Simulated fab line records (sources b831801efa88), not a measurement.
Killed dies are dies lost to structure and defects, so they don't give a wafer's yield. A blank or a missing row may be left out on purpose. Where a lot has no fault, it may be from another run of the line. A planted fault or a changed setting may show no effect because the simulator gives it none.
Struck lot and sound lot, side by side + flow sky130 + 17 out of 708 route steps
Sound: wafers L190.3, L190.4, L190.5. The struck wafers were L199.2, L199.3, L199.5. At the end, the cause is stated.
At each step with rows: each side's tool, then ch and its chambers, then its first start. Under that, the readings that differ: sound wafers + struck wafers + difference of the means + sigmas: that difference in standard deviations of wafers without a fault.
alike: words and numbers the same on both sides, and readings whose means are apart by under 2 such deviations; not compared: readings that were withheld, readings missing a value for some wafer, numbers with overlapping values and no deviation given by the record, and bounds like >300 which may hide the same value.
Wherever a step has rows on one side only, a row that says differs or no value, or a row with sigmas, the two part there. When numbers do not overlap yet have no deviation, they are printed without sigmas and do not part them. A reading missing from all wafers of one side parts the sides only when that side holds two or more wafers.

SKY_LDD_P_OVL_MEAS_08:
  sound on overlay-01 at day 20 17:51; struck on overlay-02 at day 23 21:19
  alike: LDD_P_OVL
next, for these wafers, 1 step has no rows: SKY_LDD_P_IMPLANT_09.
SKY_LDD_P_STRIP_10: strips in O2/N2.
  sound on plasmaAsher-01 ch 0,1, day 20 18:03; struck on plasmaAsher-01 ch 0,1, day 23 21:30
  alike: drypumpMotorCurrentA, oesProductAu, stripTimeToEndpointS
  not compared: rfHoursCounterH
SKY_LDD_P_TW_MEAS_11:
  sound on filmMetro-02 at day 20 18:08; struck on filmMetro-03 at day 23 21:37
  alike: LDD_P_TW
then, 7 steps without rows for these wafers: SKY_LDD_HVN_DEHYDRATE_00 (time 60 s); SKY_LDD_HVN_HMDS_01 (prime time 60 s); SKY_LDD_HVN_COAT_02 (resist thk 300 nm); SKY_LDD_HVN_SOFTBAKE_03 (time 60 s); SKY_LDD_HVN_EXPOSE_04 (exposes mask HVNTM, target cd 700 nm); SKY_LDD_HVN_PEB_05; SKY_LDD_HVN_DEVELOP_06 (develop time 60 s).
SKY_LDD_HVN_OVL_MEAS_07:
  sound on overlay-02 at day 22 01:11; struck on overlay-01 at day 25 03:37
  alike: LDD_HVN_OVL
SKY_LDD_HVN_IMPLANT_08:
  sound on implanter-04 ch 0, day 22 01:15; struck on implanter-01 ch 0, day 25 03:40
| reading          | sound          | struck            | difference | sigmas |
|------------------|----------------|-------------------|------------|--------|
| beamOnS (s)      | 9.63 9.89 9.81 | 10.81 10.82 10.83 | +1.04      | +5     |
| faradayCurrentUA | 174 171 174    | 157 156 155       | -17        | -5     |
SKY_LDD_HVN_STRIP_09: strips in O2/N2.
  sound on plasmaAsher-01 ch 0,1, day 22 01:23; struck on plasmaAsher-04 ch 0,1, day 25 03:47
  alike: drypumpMotorCurrentA, oesProductAu, stripTimeToEndpointS
  not compared: rfHoursCounterH
SKY_LDD_HVN_TW_MEAS_10:
  sound on filmMetro-01 at day 22 01:28; struck on filmMetro-03 at day 25 03:54
| reading    | sound          | struck         | difference | sigmas |
|------------|----------------|----------------|------------|--------|
| LDD_HVN_TW | 1418 1415 1418 | 1478 1482 1474 | +61        | +5     |
then, 1 step without rows for these wafers: SKY_LDD_HVP_DEHYDRATE_00 (time 60 s).
-- here the record skips 24 days between the struck wafers' starts before and after, leaving off in module LDD_HVP and picking up in module PAD_OPEN (first step shown: number 708 of the route) --
SKY_PAD_OPEN_PROBE_99:
  sound on prober-01 at day 47 15:50; struck on prober-02 at day 49 12:31
| reading                      | sound          | struck         | difference | sigmas |
|------------------------------|----------------|----------------|------------|--------|
| killedShort                  | 50 46 43       | 31 34 31       | -14        | -2     |
| model.etest.tip_n_5v.rsOhmSq | 1380 1377 1369 | 1326 1328 1325 | -49        |        |
  alike: killed_at_M0_to_M3, killed_at_M4_up, killedAtContacts, killedAtFrontEnd, killedAtOther, killedDies, killedOpen

## WHERE THEY PART
Last at SKY_PAD_OPEN_PROBE_99 as far as this record goes, first at SKY_LDD_HVN_IMPLANT_08.

WHY: the cause the simulator had injected
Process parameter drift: implanter-01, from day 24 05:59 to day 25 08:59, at SKY_LDD_HVN_IMPLANT_08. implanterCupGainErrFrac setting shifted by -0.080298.
